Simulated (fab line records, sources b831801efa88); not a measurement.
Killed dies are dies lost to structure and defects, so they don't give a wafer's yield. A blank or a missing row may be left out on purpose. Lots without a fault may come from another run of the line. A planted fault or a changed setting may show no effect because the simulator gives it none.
Which tool did it? | flow gf180mcu | 13 lots, 39 wafers sampled, at 3 steps of a route of 602

WHAT THE GAUGES READ, wafer by wafer
GF_V1_CD_MEAS_14: target cd 260 nm. Usual: cd_nm 259.9 nm, standard deviation 1.2.
lot  | measured     | on        | cd_nm (nm)        | flag
L789 | day 18 15:19 | cd_sem-01 | 259.2 259.8 259.6 |
L790 | day 19 01:06 | cd_sem-01 | 260.2 261.5 260.1 |
L791 | day 19 07:19 | cd_sem-01 | 258.4 257.6 258.0 |
L793 | day 20 06:51 | cd_sem-02 | 262.1 261.6 261.7 |
L795 | day 20 17:22 | cd_sem-02 | 261.5 261.9 261.7 |
L796 | day 21 06:29 | cd_sem-02 | 259.4 260.2 259.8 |
L797 | day 21 17:25 | cd_sem-02 | 260.8 260.6 260.5 |
L798 | day 22 01:31 | cd_sem-02 | 259.3 259.0 259.8 |
L801 | day 23 03:53 | cd_sem-01 | 258.8 258.9 258.3 |
L802 | day 23 16:29 | cd_sem-01 | 258.7 260.4 258.3 |
L804 | day 24 04:22 | cd_sem-02 | 259.8 260.5 261.0 |
L810 | day 25 18:54 | cd_sem-01 | 258.9 260.0 259.0 |
L811 | day 26 04:53 | cd_sem-01 | 260.4 259.2 260.0 |

GF_V1_RS_MEAS_24: measures by four-point-probe. Usual: V1_W_RS 0.329 ohm/sq, standard deviation 0.0045.
lot  | measured     | on            | V1_W_RS (ohm/sq)  | flag
L789 | day 18 16:21 | film_metro-03 | 0.327 0.332 0.321 |
L790 | day 19 02:08 | film_metro-03 | 0.332 0.336 0.325 |
L791 | day 19 08:20 | film_metro-01 | 0.323 0.326 0.324 |
L793 | day 20 07:53 | film_metro-01 | 0.325 0.327 0.330 |
L795 | day 20 18:24 | film_metro-02 | 0.326 0.330 0.326 |
L796 | day 21 07:31 | film_metro-01 | 0.328 0.332 0.330 |
L797 | day 21 18:27 | film_metro-01 | 0.327 0.331 0.333 |
L798 | day 22 02:33 | film_metro-01 | 0.335 0.328 0.327 |
L801 | day 23 04:57 | film_metro-02 | 0.327 0.338 0.332 |
L802 | day 23 17:32 | film_metro-02 | 0.336 0.333 0.334 |
L804 | day 24 05:25 | film_metro-02 | 0.336 0.323 0.330 |
L810 | day 25 19:56 | film_metro-02 | 0.327 0.327 0.330 |
L811 | day 26 06:01 | film_metro-02 | 0.334 0.325 0.325 |

WHICH TOOL RAN EACH LOT (tool, then ch and the chambers of the sampled wafers, then the start)
lot  | GF_V1_ETCH_16
L789 | rie_diel-02 ch 0,1,3, day 18 15:26
L790 | rie_diel-04 ch 0,1, day 19 01:14
L791 | rie_diel-01 ch 0,2, day 19 07:27
L793 | rie_diel-04 ch 1,2,3, day 20 06:59
L795 | rie_diel-01 ch 0,2, day 20 17:29
L796 | rie_diel-04 ch 1,2, day 21 06:38
L797 | rie_diel-01 ch 1,2, day 21 17:32
L798 | rie_diel-04 ch 1,2, day 22 01:38
L801 | rie_diel-01 ch 2,3, day 23 04:02
L802 | rie_diel-04 ch 0,2,3, day 23 16:38
L804 | rie_diel-01 ch 0,2, day 24 04:32
L810 | rie_diel-04 ch 0,2,3, day 25 19:04
L811 | rie_diel-04 ch 0,2,3, day 26 05:02
- GF_V1_ETCH_16: etches BARC in N2/H2.

WHAT THE TOOLS THEMSELVES READ (means of the sampled wafers that have a number; where no wafer has one, the mark that the record gives instead)
GF_V1_ETCH_16. Usual: drypump_motor_current_A 5.6 A, standard deviation 0.49; oes_product_au 0.855 a.u., standard deviation 0.0046; rf_fwd_power_W 495.4 W, standard deviation 1.7; throttle_valve_pct 13.225 %, standard deviation 0.0088.
lot  | tool        | drypump_motor_current_A (A) | oes_product_au (a.u.) | rf_fwd_power_W (W) | throttle_valve_pct (%) | flag
L789 | rie_diel-02 | 5.8                         | 0.860                 | 495.1              | 13.215                 |
L790 | rie_diel-04 | 5.5                         | 0.853                 | 494.6              | 13.222                 |
L791 | rie_diel-01 | 5.6                         | 0.855                 | 494.2              | 13.228                 |
L793 | rie_diel-04 | 5.7                         | 0.853                 | 495.4              | 13.225                 |
L795 | rie_diel-01 | 5.6                         | 0.856                 | 495.7              | 13.221                 |
L796 | rie_diel-04 | 5.9                         | 0.852                 | 493.5              | 13.229                 |
L797 | rie_diel-01 | 5.1                         | 0.860                 | 496.2              | 13.232                 |
L798 | rie_diel-04 | 6.0                         | 0.859                 | 497.7              | 13.230                 |
L801 | rie_diel-01 | 6.0                         | 0.849                 | 574.2              | 13.229                 | OFF
L802 | rie_diel-04 | 5.4                         | 0.855                 | 495.9              | 13.227                 |
L804 | rie_diel-01 | 5.5                         | 0.854                 | 575.7              | 13.232                 | OFF
L810 | rie_diel-04 | 5.4                         | 0.852                 | 495.7              | 13.219                 |
L811 | rie_diel-04 | 5.4                         | 0.852                 | 495.4              | 13.235                 |

THE ANSWER, worked out from the rows above alone
Rule: a lot is off if the mean of its wafers that have a number lies more than 3 standard deviations from the usual mean. A lot without any number at a reading at which 4 lots or more have one is off too. The other lots that the step has rows for count as sound. The gauges are gone through in route order, then the tools' own readings, and for those a lot's mean is taken as printed above. The first step at which some lot is off is used, and at that step the reading that is off furthest; a lot without a number counts as furthest.
Off: L801, L804, at GF_V1_ETCH_16 (rf_fwd_power_W).
A tool fits if, at that step or a process step before it, it ran every lot that is off, and no sound lot after the first of them. One fits: rie_diel-01 at GF_V1_ETCH_16. Its last sound lot is L797 (day 21 17:32), its first lot that is off L801 (day 23 04:02): a fault that began between those two fits.
The tool's own readings at GF_V1_ETCH_16 bear it out: on the lots that are off they differ by more than 5 times the standard deviation of the sound lots' means. rf_fwd_power_W reads 575.0 W there against 495.4 W on the sound lots.

WHAT THE SIMULATOR HAD PUT IN
Process parameter drift: rie_diel-01, from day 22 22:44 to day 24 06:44, at GF_V1_ETCH_16. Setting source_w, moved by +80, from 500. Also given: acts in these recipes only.
Lots struck among those shown: L801, L804. The rule above found the same.
